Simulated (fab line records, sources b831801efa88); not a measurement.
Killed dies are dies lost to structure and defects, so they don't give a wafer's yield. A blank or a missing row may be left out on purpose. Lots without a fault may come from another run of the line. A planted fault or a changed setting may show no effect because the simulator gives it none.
A struck lot beside a sound one | flow sky130 | 15 steps out of a route of 708
Sound: wafers L837.1, L837.3, L837.5. Struck: wafer L835.6. (L835.4 of the same lot was not struck and is left out.) The cause comes at the end.
At each step with rows: each side's tool, then ch and its chambers, then its first start. Under that, the readings that differ: sound wafers | struck wafers | difference of the means | sigmas: that difference in standard deviations of wafers without a fault.
alike: readings whose means differ by less than 2 such deviations, and words and numbers that are the same on both sides. not compared: withheld readings, readings that some wafer has no value for, bounds like >300 that may hide the same value, and numbers for which the record gives no deviation and whose values overlap.
The two part at a step that has a row with sigmas, a row that says differs or no value, or rows on one side only. Numbers that don't overlap but have no deviation are shown without sigmas and don't part them. A reading that every wafer of one side lacks parts them only if that side has two wafers or more.

SKY_VIA3_CD_MEAS_12: target cd 200 nm.
  sound on cd_sem-02, day 45 17:37; struck on cd_sem-02, day 45 09:53
  alike: cd_nm
SKY_VIA3_OVL_MEAS_13:
  sound on overlay-01, day 45 17:44; struck on overlay-01, day 45 09:58
  reading       | sound   | struck | difference | sigmas
  VIA3_OVL (nm) | -1 1 -3 | 11     | +12        | +2
SKY_VIA3_ETCH_14: etches BARC in N2/H2, stops on SiO2, time 45.9 s, target depth 60 nm.
  sound on rie_diel-02 ch 1,2, day 45 17:47; struck on rie_diel-03 ch 1, day 45 09:59
  alike: chamber_pressure_mTorr, drypump_motor_current_A, oes_product_au, throttle_valve_pct
  not compared: rf_hours_counter_h
then, 1 step without rows for these wafers: SKY_VIA3_ETCH_15 (etches SiO2 in C4F8/O2/Ar, stops on TiN, target depth 507 nm, time 78 s).
SKY_VIA3_STRIP_16: strips in O2/N2.
  sound on plasma_asher-04 ch 0,1, day 45 17:53; struck on plasma_asher-04 ch 1, day 45 10:07
  alike: chamber_pressure_mTorr, drypump_motor_current_A, oes_product_au, strip_time_to_endpoint_s
  not compared: rf_hours_counter_h
then, 3 steps without rows for these wafers: SKY_VIA3_STRIP_17 (strips in post etch residue remover, time 1200 s); SKY_VIA3_CLEAN_18 (cleans in IPA, time 180 s); SKY_VIA3_CLEAN_19 (cleans in O3/DIW).
SKY_VIA3_SPUTTER_20: material TiN, target thk 20 nm, time 80 s.
  sound on pvd_sputter-04, day 45 18:28; struck on pvd_sputter-01, day 45 10:41
  alike: throttle_valve_pct
SKY_VIA3_CVD_21: deposits W, target thk 390 nm, time 117.31 s.
  sound on cvd_w-01 ch 0,1, day 45 18:32; struck on cvd_w-02 ch 1, day 45 10:47
  reading                  | sound       | struck | difference | sigmas
  heater_power_outer_w (W) | 492 482 497 | 652    | +162       | +2
  heater_power_w (W)       | 802 822 779 | 1039   | +238       | +3
SKY_VIA3_RS_MEAS_22: measures by four-point-probe.
  sound on film_metro-03, day 45 18:39; struck on film_metro-02, day 45 10:56
  reading            | sound             | struck | difference | sigmas
  VIA3_W_RS (ohm/sq) | 0.293 0.292 0.291 | 0.301  | +0.009     | +2
SKY_VIA3_THK_MEAS_23: measures by xrf.
  sound on film_metro-03, day 45 18:46; struck on film_metro-02, day 45 11:01
  reading         | sound       | struck | difference | sigmas
  VIA3_W_THK (nm) | 383 387 388 | 366    | -20        | -3
SKY_VIA3_CMP_24: polishes, stops on SiO2, t overpolish 20 s, target thk 0 nm.
  sound on cmp-02 ch 0,1, day 45 18:50; struck on cmp-01 ch 1, day 45 11:06
  reading                | sound                | struck | difference | sigmas
  overpolish_run_s (s)   | 19.995 19.997 20.009 | 0.033  | -19.967    | -99 or more
  time_to_endpoint_s (s) | 107 96 107           | 146    | +43        | +9
  alike: motor_current_A
SKY_METAL4_SPUTTER_00: material Ti, target thk 15 nm, time 10 s.
  the record has rows for the sound wafers here (pvd_sputter-02, day 45 19:08) and none for the struck ones
-- the record jumps here: 5 days lie between the struck wafers' starts before and after (it left off in module METAL4 and takes up again in module PAD_OPEN, whose first step shown is number 708 of the route) --
SKY_PAD_OPEN_PROBE_99:
  the record has rows for the struck wafers here (prober-02, day 50 12:44) and none for the sound ones

WHERE THEY PART
First at SKY_VIA3_OVL_MEAS_13; last, within this record, at SKY_PAD_OPEN_PROBE_99.

WHY: what the simulator had put in
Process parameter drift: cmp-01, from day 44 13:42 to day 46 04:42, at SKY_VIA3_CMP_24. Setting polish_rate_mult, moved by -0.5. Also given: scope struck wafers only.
